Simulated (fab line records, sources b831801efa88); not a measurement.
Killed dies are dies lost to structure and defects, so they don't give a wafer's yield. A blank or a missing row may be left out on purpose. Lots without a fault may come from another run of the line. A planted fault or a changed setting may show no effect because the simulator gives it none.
Which tool did it? | flow sky130 | 13 lots, 39 wafers sampled, at 5 steps of a route of 708

WHAT THE GAUGES READ, wafer by wafer
SKY_VT_ADJUST_NCORE_OVL_MEAS_08.
lot  | measured     | on         | VT_ADJUST_NCORE_OVL (nm)
L920 | day 8 20:17  | overlay-02 | 0.8 -0.1 0.4
L921 | day 9 00:44  | overlay-02 | 2.0 -0.3 -0.7
L922 | day 9 14:41  | overlay-01 | 1.9 1.8 1.8
L925 | day 10 11:52 | overlay-01 | -1.3 1.6 -1.6
L928 | day 11 07:24 | overlay-02 | 0.5 0.4 -0.3
L929 | day 11 17:12 | overlay-01 | 0.6 1.9 1.3
L931 | day 12 03:05 | overlay-01 | -0.4 0.8 0.4
L933 | day 12 18:20 | overlay-01 | 0.3 2.2 3.2
L935 | day 13 06:59 | overlay-02 | 1.9 0.5 1.5
L937 | day 13 23:23 | overlay-02 | -1.2 1.7 1.0
L940 | day 14 15:38 | overlay-02 | 0.5 -1.2 0.7
L941 | day 15 01:08 | overlay-02 | 0.2 -0.5 1.3
L942 | day 15 09:59 | overlay-02 | -2.7 1.0 -0.3

SKY_GATE_OXIDE_THK_MEAS_02.
lot  | measured     | on            | GATE_OXIDE_OXIDATION_00_THK (nm)
L920 | day 13 02:11 | film_metro-02 | 10.21 10.25 10.22
L921 | day 13 06:29 | film_metro-02 | 10.41 10.49 10.48
L922 | day 14 20:52 | film_metro-04 | 10.12 10.20 10.22
L925 | day 15 06:27 | film_metro-02 | 10.34 10.51 10.31
L928 | day 16 01:44 | film_metro-02 | 10.17 10.21 10.31
L929 | day 16 14:16 | film_metro-01 | 10.41 10.23 10.16
L931 | day 16 21:22 | film_metro-02 | 10.62 10.52 10.48
L933 | day 17 16:34 | film_metro-01 | 9.88 9.96 10.06
L935 | day 18 02:51 | film_metro-01 | 9.81 9.85 9.81
L937 | day 18 20:57 | film_metro-01 | 10.36 10.31 10.18
L940 | day 19 14:04 | film_metro-01 | 9.91 9.79 9.93
L941 | day 20 11:17 | film_metro-02 | 10.35 10.51 10.47
L942 | day 20 14:27 | film_metro-01 | 10.44 10.32 10.33

SKY_GATE_OXIDE_TW_MEAS_14.
lot  | measured     | on            | GATE_OXIDE_TW
L920 | day 14 02:11 | film_metro-01 | 222.0 223.1 222.1
L921 | day 14 08:17 | film_metro-04 | 224.6 222.1 224.2
L922 | day 15 22:34 | film_metro-02 | 221.4 221.3 222.2
L925 | day 16 08:43 | film_metro-02 | 222.5 221.9 222.3
L928 | day 17 05:05 | film_metro-02 | 219.8 219.9 220.1
L929 | day 17 18:35 | film_metro-02 | 221.0 222.1 219.8
L931 | day 18 02:29 | film_metro-01 | 220.9 220.5 220.8
L933 | day 18 23:15 | film_metro-04 | 224.1 223.9 223.2
L935 | day 19 08:29 | film_metro-02 | 378.3 377.0 377.4
L937 | day 20 03:43 | film_metro-02 | 378.7 381.0 376.3
L940 | day 20 19:10 | film_metro-04 | 223.4 221.5 223.5
L941 | day 21 14:05 | film_metro-04 | 222.6 223.2 222.0
L942 | day 21 16:54 | film_metro-04 | 222.6 223.7 223.6

SKY_POLY_GATE_CD_MEAS_22.
lot  | measured     | on        | cd_nm (nm)
L920 | day 16 15:41 | cd_sem-02 | 156.4 157.0 151.4
L921 | day 16 22:43 | cd_sem-01 | 151.5 150.4 150.2
L922 | day 19 03:28 | cd_sem-01 | 149.0 153.5 150.2
L925 | day 19 09:02 | cd_sem-01 | 154.3 151.4 149.8
L928 | day 21 04:27 | cd_sem-01 | 149.5 148.4 149.3
L929 | day 21 06:53 | cd_sem-01 | 154.5 151.1 150.6
L931 | day 21 06:53 | cd_sem-02 | 154.9 151.2 146.4
L933 | day 21 15:17 | cd_sem-01 | 154.9 149.5 151.0
L935 | day 22 05:13 | cd_sem-01 | 152.8 153.9 151.9
L937 | day 22 19:38 | cd_sem-01 | 149.4 148.6 149.3
L940 | day 23 14:19 | cd_sem-02 | 153.6 147.5 152.8
L941 | day 24 08:52 | cd_sem-02 | 147.5 148.3 149.5
L942 | day 24 10:05 | cd_sem-01 | 151.2 155.0 154.1

WHICH TOOL RAN EACH LOT (tool, then ch and the chambers of the sampled wafers, then the start)
lot  | SKY_GATE_OXIDE_IMPLANT_11
L920 | implanter-01 ch 0, day 14 01:46
L921 | implanter-01 ch 0, day 14 07:58
L922 | implanter-04 ch 0, day 15 22:13
L925 | implanter-01 ch 0, day 16 08:23
L928 | implanter-03 ch 0, day 17 04:46
L929 | implanter-01 ch 0, day 17 18:16
L931 | implanter-01 ch 0, day 18 02:10
L933 | implanter-04 ch 0, day 18 22:55
L935 | implanter-04 ch 0, day 19 08:08
L937 | implanter-04 ch 0, day 20 03:22
L940 | implanter-01 ch 0, day 20 18:48
L941 | implanter-03 ch 0, day 21 13:44
L942 | implanter-03 ch 0, day 21 16:33
- SKY_GATE_OXIDE_IMPLANT_11

WHAT THE TOOLS THEMSELVES READ (means of the sampled wafers that have a number; where no wafer has one, the mark that the record gives instead)
SKY_GATE_OXIDE_IMPLANT_11.
lot  | tool         | dose_ions_cm2 | end_station_pressure_torr (Torr) | faraday_current_uA
L920 | implanter-01 | 2.6018e+12    | 5e-06                            | 14.63
L921 | implanter-01 | 2.6003e+12    | 5e-06                            | 14.68
L922 | implanter-04 | 2.6012e+12    | 5e-06                            | 14.89
L925 | implanter-01 | 2.6035e+12    | 5e-06                            | 14.48
L928 | implanter-03 | 2.6022e+12    | 5e-06                            | 14.52
L929 | implanter-01 | 2.5984e+12    | 5e-06                            | 14.73
L931 | implanter-01 | 2.6011e+12    | 5e-06                            | 14.89
L933 | implanter-04 | 2.6017e+12    | 5e-06                            | 14.55
L935 | implanter-04 | 1.5676e+13    | 5e-06                            | 87.37
L937 | implanter-04 | 1.5677e+13    | 5e-06                            | 88.89
L940 | implanter-01 | 2.6013e+12    | 5e-06                            | 14.64
L941 | implanter-03 | 2.6001e+12    | 5e-06                            | 14.76
L942 | implanter-03 | 2.6008e+12    | 5e-06                            | 14.79

THE ANSWER, worked out from the rows above alone
Rule: what is usual is taken from the lots themselves. Put in order of their means at a reading, lots are off if they are a third of the lots or fewer, leave a main group of 4 or more, and stand apart from it by a gap of 3 or more times the standard deviation of the main group's means; of several such gaps the widest counts. A main group whose means are all the same, to the digits that the tables above print for the reading, isn't used. A lot without any number at a reading at which 4 lots or more have one is off too. The other lots that the step has rows for count as sound. The gauges are gone through in route order, then the tools' own readings, and for those a lot's mean is taken as printed above. The first step at which some lot is off is used, and at that step the reading that is off furthest; a lot without a number counts as furthest.
Off: L935, L937, at SKY_GATE_OXIDE_TW_MEAS_14 (GATE_OXIDE_TW). The main group: mean 222.2, standard deviation 1.2.
A tool fits if, at a process step before that reading, it ran every lot that is off, and no sound lot after the first of them. The gauges at SKY_GATE_OXIDE_TW_MEAS_14 aren't tried: what is off there is off at SKY_GATE_OXIDE_IMPLANT_11 too, on other tools, and a gauge's error can't cause that. One fits: implanter-04 at SKY_GATE_OXIDE_IMPLANT_11. Its last sound lot is L933 (day 18 22:55), its first lot that is off L935 (day 19 08:08): a fault that began between those two fits.
The tool's own readings at SKY_GATE_OXIDE_IMPLANT_11 bear it out: on the lots that are off they differ by more than 5 times the standard deviation of the sound lots' means. dose_ions_cm2 reads 1.5676e+13 there against 2.6011e+12 on the sound lots; faraday_current_uA reads 88.13 there against 14.69 on the sound lots.

WHAT THE SIMULATOR HAD PUT IN
Process parameter drift: implanter-04, from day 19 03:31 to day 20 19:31, at SKY_GATE_OXIDE_IMPLANT_11. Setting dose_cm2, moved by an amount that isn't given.
Lots struck among those shown: L935, L937. The rule above found the same.
